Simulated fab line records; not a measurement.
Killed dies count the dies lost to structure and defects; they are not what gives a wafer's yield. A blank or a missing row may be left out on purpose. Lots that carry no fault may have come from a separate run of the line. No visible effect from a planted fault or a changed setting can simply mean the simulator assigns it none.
Which tool is to blame? || flow gf180mcu || 13 lots with 37 wafers sampled at 4 steps, on a route of 602 steps

== WHAT THE GAUGES READ, wafer by wafer ==
GF_TOP_METAL_CD_MEAS_14: the cd target is 440 nm.
{"lot": "L882", "measured": "day 28 11:56", "on": "cd sem-01", "cd nm (nm)": "441.0 440.1 439.3"}
{"lot": "L883", "measured": "day 28 20:20", "on": "cd sem-01", "cd nm (nm)": "438.6 440.4 440.4"}
{"lot": "L884", "measured": "day 29 01:38", "on": "cd sem-02", "cd nm (nm)": "436.9 434.8 434.5"}
{"lot": "L889", "measured": "day 30 12:58", "on": "cd sem-02", "cd nm (nm)": "435.9 436.2 436.4"}
{"lot": "L888", "measured": "day 30 14:15", "on": "cd sem-01", "cd nm (nm)": "439.9 442.7 441.7"}
{"lot": "L890", "measured": "day 30 20:36", "on": "cd sem-01", "cd nm (nm)": "437.0 440.4 439.2"}
{"lot": "L891", "measured": "day 31 05:32", "on": "cd sem-02", "cd nm (nm)": "441.6 438.9 440.1"}
{"lot": "L895", "measured": "day 32 05:19", "on": "cd sem-01", "cd nm (nm)": "440.6 440.8 442.3"}
{"lot": "L896", "measured": "day 32 09:00", "on": "cd sem-01", "cd nm (nm)": "442.8 439.9 443.6"}
{"lot": "L898", "measured": "day 32 23:06", "on": "cd sem-01", "cd nm (nm)": "439.4 440.1 436.3"}
{"lot": "L900", "measured": "day 33 07:45", "on": "cd sem-01", "cd nm (nm)": "441.2 440.0 443.5"}
{"lot": "L901", "measured": "day 33 16:12", "on": "cd sem-02", "cd nm (nm)": "436.9 436.7"}
{"lot": "L903", "measured": "day 34 00:49", "on": "cd sem-01", "cd nm (nm)": "440.7 440.9"}

== WHAT TOOL EACH LOT RAN ON (gives the tool, then ch and the chambers of the sampled wafers, and finally the start) ==
{"lot": "L882", "GF_M3_SPUTTER_02": "pvd sputter-04, day 20 17:19", "GF_M5_ETCH_09": "rie diel-04 ch 1,2, day 26 15:50", "GF_TOP_METAL_SPUTTER_00": "pvd sputter-01, day 27 15:52"}
{"lot": "L883", "GF_M3_SPUTTER_02": "pvd sputter-02, day 21 05:22", "GF_M5_ETCH_09": "rie diel-04 ch 0,1,3, day 27 01:37", "GF_TOP_METAL_SPUTTER_00": "pvd sputter-01, day 28 00:38"}
{"lot": "L884", "GF_M3_SPUTTER_02": "pvd sputter-02, day 21 11:05", "GF_M5_ETCH_09": "rie diel-02 ch 0,2, day 27 07:16", "GF_TOP_METAL_SPUTTER_00": "pvd sputter-04, day 28 06:25"}
{"lot": "L889", "GF_M3_SPUTTER_02": "pvd sputter-04, day 23 07:56", "GF_M5_ETCH_09": "rie diel-02 ch 0,1, day 28 19:59", "GF_TOP_METAL_SPUTTER_00": "pvd sputter-03, day 29 18:05"}
{"lot": "L888", "GF_M3_SPUTTER_02": "pvd sputter-02, day 23 09:11", "GF_M5_ETCH_09": "rie diel-04 ch 0,2,3, day 28 21:43", "GF_TOP_METAL_SPUTTER_00": "pvd sputter-03, day 29 20:02"}
{"lot": "L890", "GF_M3_SPUTTER_02": "pvd sputter-04, day 23 17:17", "GF_M5_ETCH_09": "rie diel-01 ch 0,1,2, day 29 04:11", "GF_TOP_METAL_SPUTTER_00": "pvd sputter-03, day 30 02:34"}
{"lot": "L891", "GF_M3_SPUTTER_02": "pvd sputter-04, day 24 04:19", "GF_M5_ETCH_09": "rie diel-01 ch 0,2, day 29 13:43", "GF_TOP_METAL_SPUTTER_00": "pvd sputter-04, day 30 11:24"}
{"lot": "L895", "GF_M3_SPUTTER_02": "pvd sputter-02, day 25 10:31", "GF_M5_ETCH_09": "rie diel-02 ch 0,3, day 30 15:19", "GF_TOP_METAL_SPUTTER_00": "pvd sputter-03, day 31 12:23"}
{"lot": "L896", "GF_M3_SPUTTER_02": "pvd sputter-02, day 25 14:35", "GF_M5_ETCH_09": "rie diel-01 ch 0,1,2, day 30 19:44", "GF_TOP_METAL_SPUTTER_00": "pvd sputter-01, day 31 16:38"}
{"lot": "L898", "GF_M3_SPUTTER_02": "pvd sputter-04, day 26 07:48", "GF_M5_ETCH_09": "rie diel-01 ch 1,2, day 31 11:19", "GF_TOP_METAL_SPUTTER_00": "pvd sputter-04, day 32 06:35"}
{"lot": "L900", "GF_M3_SPUTTER_02": "pvd sputter-01, day 26 21:16", "GF_M5_ETCH_09": "rie diel-02 ch 2,3, day 31 20:31", "GF_TOP_METAL_SPUTTER_00": "pvd sputter-04, day 32 15:53"}
{"lot": "L901", "GF_M3_SPUTTER_02": "pvd sputter-04, day 27 04:33", "GF_M5_ETCH_09": "rie diel-01 ch 1,3, day 32 04:35", "GF_TOP_METAL_SPUTTER_00": "pvd sputter-03, day 33 00:20"}
{"lot": "L903", "GF_M3_SPUTTER_02": "pvd sputter-01, day 27 17:48", "GF_M5_ETCH_09": "rie diel-02 ch 1,2, day 32 15:07", "GF_TOP_METAL_SPUTTER_00": "pvd sputter-01, day 33 09:37"}
- GF_M3_SPUTTER_02: material AlCu, target thk 450 nm, time 23.9 s.
- GF_M5_ETCH_09: etches Si3N4 in CF4/O2, target depth 52 nm, time 11.6 s.
- GF_TOP_METAL_SPUTTER_00: material Ti, target thk 37.5 nm, time 150 s.

== AS READ BY THE TOOLS THEMSELVES (means over the sampled wafers that have a number; for cases with no such wafer, the mark the record gives instead) ==
GF_M3_SPUTTER_02.
{"lot": "L882", "tool": "pvd sputter-04", "chamber pressure pa (Pa)": 0.4001, "throttle valve pct (%)": 31.0}
{"lot": "L883", "tool": "pvd sputter-02", "chamber pressure pa (Pa)": 0.3995, "throttle valve pct (%)": 29.6}
{"lot": "L884", "tool": "pvd sputter-02", "chamber pressure pa (Pa)": 0.4005, "throttle valve pct (%)": 28.9}
{"lot": "L889", "tool": "pvd sputter-04", "chamber pressure pa (Pa)": 0.4007, "throttle valve pct (%)": 30.8}
{"lot": "L888", "tool": "pvd sputter-02", "chamber pressure pa (Pa)": 0.4000, "throttle valve pct (%)": 29.3}
{"lot": "L890", "tool": "pvd sputter-04", "chamber pressure pa (Pa)": 0.3998, "throttle valve pct (%)": 31.2}
{"lot": "L891", "tool": "pvd sputter-04", "chamber pressure pa (Pa)": 0.3994, "throttle valve pct (%)": 31.2}
{"lot": "L895", "tool": "pvd sputter-02", "chamber pressure pa (Pa)": 0.3998, "throttle valve pct (%)": 29.6}
{"lot": "L896", "tool": "pvd sputter-02", "chamber pressure pa (Pa)": 0.3994, "throttle valve pct (%)": 29.2}
{"lot": "L898", "tool": "pvd sputter-04", "chamber pressure pa (Pa)": 0.4007, "throttle valve pct (%)": 30.5}
{"lot": "L900", "tool": "pvd sputter-01", "chamber pressure pa (Pa)": 0.3998, "throttle valve pct (%)": 27.7}
{"lot": "L901", "tool": "pvd sputter-04", "chamber pressure pa (Pa)": 0.4004, "throttle valve pct (%)": 31.6}
{"lot": "L903", "tool": "pvd sputter-01", "chamber pressure pa (Pa)": 0.4003, "throttle valve pct (%)": 30.3}

GF_M5_ETCH_09.
{"lot": "L882", "tool": "rie diel-04", "bias w (W)": 150.3, "drypump motor current A (A)": 6.2, "oes product au (a.u.)": 1.020, "throttle valve pct (%)": 5.979}
{"lot": "L883", "tool": "rie diel-04", "bias w (W)": 149.7, "drypump motor current A (A)": 5.9, "oes product au (a.u.)": 1.004, "throttle valve pct (%)": 5.965}
{"lot": "L884", "tool": "rie diel-02", "bias w (W)": 149.9, "drypump motor current A (A)": 5.8, "oes product au (a.u.)": 0.994, "throttle valve pct (%)": 5.977}
{"lot": "L889", "tool": "rie diel-02", "bias w (W)": 149.9, "drypump motor current A (A)": 5.7, "oes product au (a.u.)": 1.004, "throttle valve pct (%)": 5.967}
{"lot": "L888", "tool": "rie diel-04", "bias w (W)": 150.2, "drypump motor current A (A)": 6.1, "oes product au (a.u.)": 1.008, "throttle valve pct (%)": 5.977}
{"lot": "L890", "tool": "rie diel-01", "bias w (W)": 150.3, "drypump motor current A (A)": 5.5, "oes product au (a.u.)": 1.015, "throttle valve pct (%)": 5.979}
{"lot": "L891", "tool": "rie diel-01", "bias w (W)": 150.2, "drypump motor current A (A)": 5.6, "oes product au (a.u.)": 0.994, "throttle valve pct (%)": 5.969}
{"lot": "L895", "tool": "rie diel-02", "bias w (W)": 150.4, "drypump motor current A (A)": 5.9, "oes product au (a.u.)": 1.000, "throttle valve pct (%)": 5.972}
{"lot": "L896", "tool": "rie diel-01", "bias w (W)": 149.8, "drypump motor current A (A)": 5.5, "oes product au (a.u.)": 1.005, "throttle valve pct (%)": 5.969}
{"lot": "L898", "tool": "rie diel-01", "bias w (W)": 149.5, "drypump motor current A (A)": 5.4, "oes product au (a.u.)": 1.004, "throttle valve pct (%)": 5.969}
{"lot": "L900", "tool": "rie diel-02", "bias w (W)": 149.9, "drypump motor current A (A)": 6.1, "oes product au (a.u.)": 1.002, "throttle valve pct (%)": 5.972}
{"lot": "L901", "tool": "rie diel-01", "bias w (W)": 149.7, "drypump motor current A (A)": 5.7, "oes product au (a.u.)": 1.007, "throttle valve pct (%)": 5.972}
{"lot": "L903", "tool": "rie diel-02", "bias w (W)": 149.9, "drypump motor current A (A)": 5.9, "oes product au (a.u.)": 1.004, "throttle valve pct (%)": 5.956}

GF_TOP_METAL_SPUTTER_00.
{"lot": "L882", "tool": "pvd sputter-01", "chamber pressure pa (Pa)": 2.002, "throttle valve pct (%)": 29.0}
{"lot": "L883", "tool": "pvd sputter-01", "chamber pressure pa (Pa)": 1.998, "throttle valve pct (%)": 29.4}
{"lot": "L884", "tool": "pvd sputter-04", "chamber pressure pa (Pa)": 2.002, "throttle valve pct (%)": 30.6}
{"lot": "L889", "tool": "pvd sputter-03", "chamber pressure pa (Pa)": 1.999, "throttle valve pct (%)": 29.1}
{"lot": "L888", "tool": "pvd sputter-03", "chamber pressure pa (Pa)": 2.000, "throttle valve pct (%)": 30.3}
{"lot": "L890", "tool": "pvd sputter-03", "chamber pressure pa (Pa)": 1.998, "throttle valve pct (%)": 29.7}
{"lot": "L891", "tool": "pvd sputter-04", "chamber pressure pa (Pa)": 2.002, "throttle valve pct (%)": 30.6}
{"lot": "L895", "tool": "pvd sputter-03", "chamber pressure pa (Pa)": 2.001, "throttle valve pct (%)": 29.3}
{"lot": "L896", "tool": "pvd sputter-01", "chamber pressure pa (Pa)": 1.999, "throttle valve pct (%)": 31.3}
{"lot": "L898", "tool": "pvd sputter-04", "chamber pressure pa (Pa)": 2.000, "throttle valve pct (%)": 31.2}
{"lot": "L900", "tool": "pvd sputter-04", "chamber pressure pa (Pa)": 2.001, "throttle valve pct (%)": 31.2}
{"lot": "L901", "tool": "pvd sputter-03", "chamber pressure pa (Pa)": 1.997, "throttle valve pct (%)": 30.3}
{"lot": "L903", "tool": "pvd sputter-01", "chamber pressure pa (Pa)": 2.002, "throttle valve pct (%)": 30.5}

== THE ANSWER, worked out from the rows above alone ==
Rule: the lots themselves supply what counts as usual. The widest of any qualifying gaps counts: lots, ordered by their means at a reading, are off when they make up no more than a third of the lots, leave a main group of 4 or more, and stand apart from it by 3 or more times the standard deviation of that group's means. A main group is skipped when, at the precision printed for the reading in the tables above, its means are all equal. Also off: a lot with no number at a reading for which 4 or more lots have one. Any other lot the step has rows for is counted as sound. First the gauges in route order, then the tools' own readings, where a lot's mean is used as printed above. At the first step where some lot is off, the reading lying furthest off is the one used; lots without a number count as furthest.
None of the lots is off at any reading shown; this tells nothing.

== WHAT HAD BEEN PUT IN BY THE SIMULATOR ==
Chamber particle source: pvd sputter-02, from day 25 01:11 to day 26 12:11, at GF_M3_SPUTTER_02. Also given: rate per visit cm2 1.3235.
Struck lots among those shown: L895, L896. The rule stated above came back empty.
